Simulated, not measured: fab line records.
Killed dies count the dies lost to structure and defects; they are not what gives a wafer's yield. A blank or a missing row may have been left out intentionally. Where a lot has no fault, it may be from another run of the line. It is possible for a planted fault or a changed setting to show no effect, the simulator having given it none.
One fault seen from 2 desks + flow sky130 + numbers are kept per desk, each desk with only its own; the story behind them comes last

== METROLOGY DESK ==
Means of the sampled wafers that have a number, per lot and without regard to the tool the lot ran on: this is what the gauges read. Any lot whose mean is over 4 standard deviations away from the usual mean is out of limits and marked OUT; that distance is given in the brackets.
Columns: A = VT_ADJUST_NCORE_OVL at SKY_VT_ADJUST_NCORE_OVL_MEAS_08, usual 0.3 nm; B = VT_ADJUST_PCH_OVL at SKY_VT_ADJUST_PCH_OVL_MEAS_07, usual 0.0 nm; C = cd-nm at SKY_SONOS_TUNNEL_CD_MEAS_07, usual 409.4 nm; D = SONOS_TUNNEL_OVL at SKY_SONOS_TUNNEL_OVL_MEAS_08, usual -0.5 nm; E = SONOS_TUNNEL_TW at SKY_SONOS_TUNNEL_TW_MEAS_12, usual 197.6
| lot  | first seen here | A    | B    | C     | D    | E               |
|------|-----------------|------|------|-------|------|-----------------|
| L207 | day 8 07:11     | 1.1  | 0.7  | 410.7 | -0.9 | 196.9           |
| L208 | day 8 17:08     | -1.1 | -0.4 | 409.9 | 0.7  | 196.0           |
| L211 | day 9 16:43     | 1.7  | -0.7 | 412.3 | -0.1 | 196.5           |
| L212 | day 9 23:08     | -1.0 | 2.1  | 409.7 | -1.0 | 195.8           |
| L213 | day 10 03:38    | 1.1  | 0.6  | 407.8 | 1.3  | 199.0           |
| L214 | day 10 07:40    | 0.4  | -1.1 | 408.4 | -1.4 | 198.3           |
| L217 | day 11 05:49    | -0.3 | -0.9 | 405.7 | -0.1 | 196.7           |
| L220 | day 12 02:44    | 0.5  | -    | 410.3 | -1.0 | 214.3 (+13) OUT |
| L221 | day 12 09:50    | 1.5  | -    | 408.6 | -1.9 | 214.6 (+13) OUT |
| L222 | day 12 20:13    | -0.3 | -    | 409.3 | 1.6  | 212.7 (+12) OUT |
| L223 | day 13 22:38    | 0.8  | 1.9  | 407.8 | -0.7 | 196.2           |
| L226 | day 14 13:44    | 2.2  | 0.4  | 409.8 | -0.1 | 198.0           |
| L228 | day 15 02:26    | -0.1 | -0.3 | 411.7 | -1.1 | 197.9           |
| L227 | day 15 02:43    | 1.0  | 1.2  | 408.5 | -2.0 | 198.6           |
| L229 | day 15 06:08    | -0.4 | -1.0 | 408.8 | -0.8 | 196.0           |
This desk's finding: out of limits on L220, L221, L222; first on L220, day 15 09:57 (SONOS_TUNNEL_TW at SKY_SONOS_TUNNEL_TW_MEAS_12). Within limits: L207, L208, L211, L212, L213, L214, L217, L223, L226, L228, L227, L229.

== AT THE TOOL OWNER'S DESK: litho-track-01 ==
The tool's own readings at SKY_VT_ADJUST_PCH_COAT_02 (resist thk 3000 nm): means of the sampled wafers that have a number, for each lot that ran on this tool. Any lot whose mean is over 4 standard deviations away from the usual mean is out of limits and marked OUT; that distance is given in the brackets.
Columns: A = chill-plate-temp-C at SKY_VT_ADJUST_PCH_COAT_02, usual 22.98 C; B = dispense-pressure-kPa at SKY_VT_ADJUST_PCH_COAT_02, usual 51 kPa; C = resist-line-temp-C at SKY_VT_ADJUST_PCH_COAT_02, usual 23.03 C
| lot  | first seen here | A     | B  | C     |
|------|-----------------|-------|----|-------|
| L212 | day 11 07:31    | 23.19 | 55 | 22.92 |
| L223 | day 15 15:16    | 22.95 | 55 | 23.14 |
| L227 | day 16 20:46    | 22.94 | 55 | 23.04 |
| L229 | day 17 00:01    | 22.97 | 55 | 23.02 |
This desk's verdict: no lot among the 4 shows anything out of limits.

== BROUGHT TOGETHER ==
Metrology desk: alarm possible at day 15 09:57 on L220, L221, L222.
The desk of the tool owner found nothing out of limits.
The tool owner's desk has no number on record for L220, L221, L222.
All the named lots went through SKY_VT_ADJUST_PCH_COAT_02 on litho-track-01.

== WHAT HAD BEEN PUT IN BY THE SIMULATOR ==
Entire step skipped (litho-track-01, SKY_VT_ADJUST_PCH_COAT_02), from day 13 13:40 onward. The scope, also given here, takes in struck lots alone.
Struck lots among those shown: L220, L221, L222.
Per desk, hours elapsed from the start of the fault to the first reading out of limits: for the metrology desk, 44.
